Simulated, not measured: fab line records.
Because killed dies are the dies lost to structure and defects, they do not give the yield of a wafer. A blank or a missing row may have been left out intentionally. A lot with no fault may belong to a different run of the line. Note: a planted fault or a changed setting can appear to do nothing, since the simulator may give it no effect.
A struck lot beside a sound one	flow sky130	43 out of 708 route steps
Sound: the wafers L159.2, L159.3, L159.4. Struck: wafers L168.3, L168.6. (L168.5 of the same lot was not struck and is left out.) The cause comes at the end.
At each step with rows: each side's tool, then ch and its chambers, then its first start. Under that, the readings that differ: sound wafers	struck wafers	difference of the means	sigmas: that difference in standard deviations of wafers without a fault.
alike: same words and numbers on both sides, and readings whose means sit less than 2 such deviations apart. not compared: any withheld reading, any reading some wafer has no value for, any bound like >300 that may hide the same value, and any number with overlapping values for which the record gives no deviation.
The two part at a step that has a row with sigmas, a row that says differs or no value, or rows on one side only. Non-overlapping numbers with no deviation appear without sigmas and do not part them. A reading that every wafer of one side lacks parts them only if that side has two wafers or more.

SKY_VIA4_THK_MEAS_01:
  sound: film metro-02 at day 45 06:27; struck: film metro-01 at day 47 03:22
  alike: VIA4_HDPCVD_THK
then, 1 step without rows for these wafers: SKY_VIA4_CMP_02 (polishes SiO2).
SKY_VIA4_BOW_MEAS_03:
  sound: film metro-01 at day 45 06:57; struck: film metro-02 at day 47 03:50
  alike: VIA4_BOW
then, 7 steps without rows for these wafers: SKY_VIA4_DEHYDRATE_04 (time 60 s); SKY_VIA4_HMDS_05 (prime time 60 s); SKY_VIA4_COAT_06 (resist thk 1140 nm); SKY_VIA4_SOFTBAKE_07 (time 60 s); SKY_VIA4_EXPOSE_08 (exposes mask VIM4, target cd 800 nm); SKY_VIA4_PEB_09; SKY_VIA4_DEVELOP_10 (develop time 60 s).
SKY_VIA4_OVL_MEAS_11:
  sound: overlay-02 at day 46 04:16; struck: overlay-02 at day 47 23:22
  alike: VIA4_OVL
SKY_VIA4_ETCH_12: etches SiO2 in C4F8/O2/Ar, stops on TiN, target depth 580 nm.
  sound on rie diel-01 ch 0,1,2, day 46 04:17; struck on rie diel-04 ch 1, day 47 23:23
  alike: oes product au
SKY_VIA4_STRIP_13: strips in O2/N2.
  sound on plasma asher-01 ch 0,1, day 46 04:22; struck on plasma asher-01 ch 0, day 47 23:30
  alike: drypump motor current A, oes product au, strip time to endpoint s
  not compared: rf hours counter h
then, 5 steps without rows for these wafers: SKY_VIA4_STRIP_14 (strips in post etch residue remover, time 1200 s); SKY_VIA4_CLEAN_15 (cleans in IPA, time 180 s); SKY_VIA4_CLEAN_16 (cleans in O3/DIW); SKY_VIA4_SPUTTER_17 (material TiN, target thk 20 nm, time 80 s); SKY_VIA4_CVD_18 (deposits W, target thk 505 nm, time 152.14 s).
SKY_VIA4_RS_MEAS_19: uses a four-point probe to measure.
  sound: film metro-02 at day 46 05:13; struck: film metro-02 at day 48 00:27
  alike: VIA4_W_RS
SKY_VIA4_THK_MEAS_20: measures by xrf.
  sound: film metro-02 at day 46 05:20; struck: film metro-02 at day 48 00:33
  alike: VIA4_W_THK
then, 2 steps without rows for these wafers: SKY_VIA4_CMP_21 (polishes, stops on SiO2, t overpolish 25 s, target thk 0 nm); SKY_METAL5_SPUTTER_00 (material Ti, target thk 15 nm, time 10 s).
SKY_METAL5_SPUTTER_01: material TiN, target thk 20 nm, time 16.7 s.
  sound: pvd sputter-04 at day 46 06:10; struck: pvd sputter-03 at day 48 03:33
  alike: throttle valve pct
then, 2 steps without rows for these wafers: SKY_METAL5_SPUTTER_02 (material AlCu, target thk 1150 nm, time 61.2 s); SKY_METAL5_SPUTTER_03 (material Ti, target thk 5 nm, time 3.408 s).
SKY_METAL5_SPUTTER_04: material TiN, target thk 70 nm, time 58.3 s.
  sound: pvd sputter-04 at day 46 06:16; struck: pvd sputter-03 at day 48 03:38
  alike: throttle valve pct
SKY_METAL5_RS_MEAS_05: uses a four-point probe to measure.
  sound: film metro-02 at day 46 06:20; struck: film metro-02 at day 48 03:44
reading	sound	struck	difference	sigmas
METAL5_ALCU_RS (ohm/sq)	0.0272 0.0278 0.0278	0.0265 0.0266	-0.0011	-3
SKY_METAL5_THK_MEAS_06: measures by xrf.
  sound: film metro-02 at day 46 06:26; struck: film metro-02 at day 48 03:50
reading	sound	struck	difference	sigmas
METAL5_ALCU_THK (nm)	1159 1132 1145	1207 1193	+55	+3
then, 8 steps without rows for these wafers: SKY_METAL5_DEHYDRATE_07 (time 60 s); SKY_METAL5_HMDS_08 (prime time 60 s); SKY_METAL5_COAT_09 (resist thk 1800 nm); SKY_METAL5_SOFTBAKE_10 (time 60 s); SKY_METAL5_EXPOSE_11 (exposes mask MM5, target cd 1600 nm); SKY_METAL5_PEB_12; SKY_METAL5_DEVELOP_13 (develop time 60 s); SKY_METAL5_DESCUM_14 (chemistry O2, time 11 s).
SKY_METAL5_METAL_ETCH_15: etches the open film in Cl2/BCl3, stops on SiO2, target depth 1260 nm, time 252 s.
  sound on rie metal-04 ch 0,1, day 47 02:20; struck on rie metal-04 ch 0,1, day 48 22:37
  alike: drypump motor current A, oes product au, throttle valve pct
  not compared: rf hours counter h
then, 4 steps without rows for these wafers: SKY_METAL5_STRIP_16 (strips in O2/N2); SKY_METAL5_STRIP_17 (strips in post etch residue remover, time 1200 s); SKY_METAL5_CLEAN_18 (cleans in IPA, time 180 s); SKY_METAL5_CLEAN_19 (cleans in O3/DIW).
SKY_PASSIVATION_CVD_00: deposits SiO2, target thk 90 nm.
  sound on pecvd-03 ch 0,1, day 47 03:10; struck on pecvd-03 ch 1, day 48 23:22
  alike: heater power w
SKY_PAD_OPEN_PROBE_99:
  sound: prober-01 at day 48 20:50; struck: prober-02 at day 50 12:25
reading	sound	struck	difference	sigmas
defect limited yield (%)	82.1 82.9 77.6	72.6 73.6	-7.8	-4
killed_at_M4_up	2 1 2	58 55	+55	+29
killed dies	88 84 110	135 130	+38	+4
sort_bin_3_pad_short (%)	1.8 0.8 1.0	4.7 3.3	+2.8	+7
sort_bin_5_function (%)	8.7 10.0 11.6	15.4 17.7	+6.5	+5
sort n pass	404 408 382	357 362	-38	-4
sort yield pct (%)	82.1 82.9 77.6	72.6 73.6	-7.8	-4
model.etest.tester.sort n pass	404 408 382	357 362	-38	
model.etest.tester.sort yield pct (%)	82.11 82.93 77.64	72.56 73.58	-7.82	
model.etest.tester.sort_bin_5_pct (%)	8.74 9.959 11.59	15.45 17.68	+6.47	
model.etest.tester.sort_bin_3_pct (%)	1.829 0.813 1.016	4.675 3.252	+2.744	
  alike: killed_at_M0_to_M3, killed at contacts, killed at front end, killed at other, killed on rim, killed open, killed short, sort_bin_6_memory

WHERE THEY PART
Last at SKY_PAD_OPEN_PROBE_99 as far as this record goes, first at SKY_METAL5_RS_MEAS_05.

WHY: the cause the simulator had injected
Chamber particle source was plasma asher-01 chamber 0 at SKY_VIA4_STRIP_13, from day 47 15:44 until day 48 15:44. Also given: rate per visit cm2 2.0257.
